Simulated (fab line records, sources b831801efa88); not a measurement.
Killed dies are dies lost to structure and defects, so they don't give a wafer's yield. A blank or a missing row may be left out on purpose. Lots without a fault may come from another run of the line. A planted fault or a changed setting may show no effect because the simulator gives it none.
Problem report in the 8D (eight disciplines) form, filled by code | flow sky130 | the parts of the form that need people (team, actions taken, sign-off) are left out

1. THE PROBLEM
cathode_dc_power_W at SKY_METAL4_SPUTTER_01 reads a mean of 6062.6 W on 6 wafers of 2 lots; wafers without a fault read 6500.0 W with a standard deviation of 1.1. That is -99 or more standard deviations from the usual mean.
The step: material TiN, target thk 20 nm, time 16.7 s.
First seen on wafer L410.1, day 43 07:16, on pvd_sputter-04. The record holds 18 wafers of 6 lots with a number at this step. Rule for "out", or "out of limits": more than 4 standard deviations from the usual mean. The other wafers with a number count as sound.

2. WHAT IT IS AND WHAT IT IS NOT
question                    | is                     | is not
which readings at this step | cathode_dc_power_W     | -
which lots                  | L410, L414             | L403, L409, L411, L416
which wafers of those lots  | all that have a number | -
read on which tools         | pvd_sputter-04         | pvd_sputter-01, pvd_sputter-02
when                        | from day 43 07:16      | up to then (6 sound wafers); but 6 sound wafers of L411, L416 came after

3. SUSPECTS, AND WHAT RULES EACH OUT
Counting: a tool at a process step up to the reading stays a suspect if it ran every lot that is out and no sound lot after the first of them.
- cvd_w-02 at SKY_VIA3_CVD_21 (deposits W, target thk 390 nm, time 117.31 s): kept. It ran every lot that is out, first L410 (day 43 06:39), and no sound lot after that; its last sound lot up to then is L409 (day 42 23:47).
- cmp-02 at SKY_VIA3_CMP_24 (polishes, stops on SiO2, t overpolish 20 s, target thk 0 nm): ruled out as a lasting fault. Sound lots L411 ran on it after its first lot that is out, L410 (day 43 06:57).
- pvd_sputter-04 at SKY_METAL4_SPUTTER_01 (material TiN, target thk 20 nm, time 16.7 s): kept. It ran every lot that is out, first L410 (day 43 07:16), and no sound lot after that; its last sound lot up to then is L409 (day 43 00:25). Its own readings are out on those wafers: cathode_dc_power_W.
Left after counting: cvd_w-02 at SKY_VIA3_CVD_21, pvd_sputter-04 at SKY_METAL4_SPUTTER_01.

4. THE CAUSE (what the simulator had put in)
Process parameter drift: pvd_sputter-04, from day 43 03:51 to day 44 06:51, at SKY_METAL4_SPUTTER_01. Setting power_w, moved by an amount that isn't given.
Counting left 2 suspects, and this tool is among them.

5. THE CHAIN OF EFFECTS, in route order
Each row: a reading whose mean over the struck wafers that have a number lies more than 3 standard deviations from the usual. Only readings for which the record gives a usual standard deviation are gone through. hours: the time from each lot's start at the first step in this table that gives one to its start at this step, as a median over the lots. sigmas: the change in usual standard deviations.
hours | step                  | reading            | usual    | on struck wafers | change | sigmas
0     | SKY_METAL4_SPUTTER_01 | cathode_dc_power_W | 6500.0 W | 6062.6           | -437.4 | -99 or more
The process steps in it:
- SKY_METAL4_SPUTTER_01: material TiN, target thk 20 nm, time 16.7 s.

6. WHAT WOULD HAVE CAUGHT IT SOONER
In this record the first reading out of limits was taken at day 43 07:16, 3 hours after the fault began at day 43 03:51.
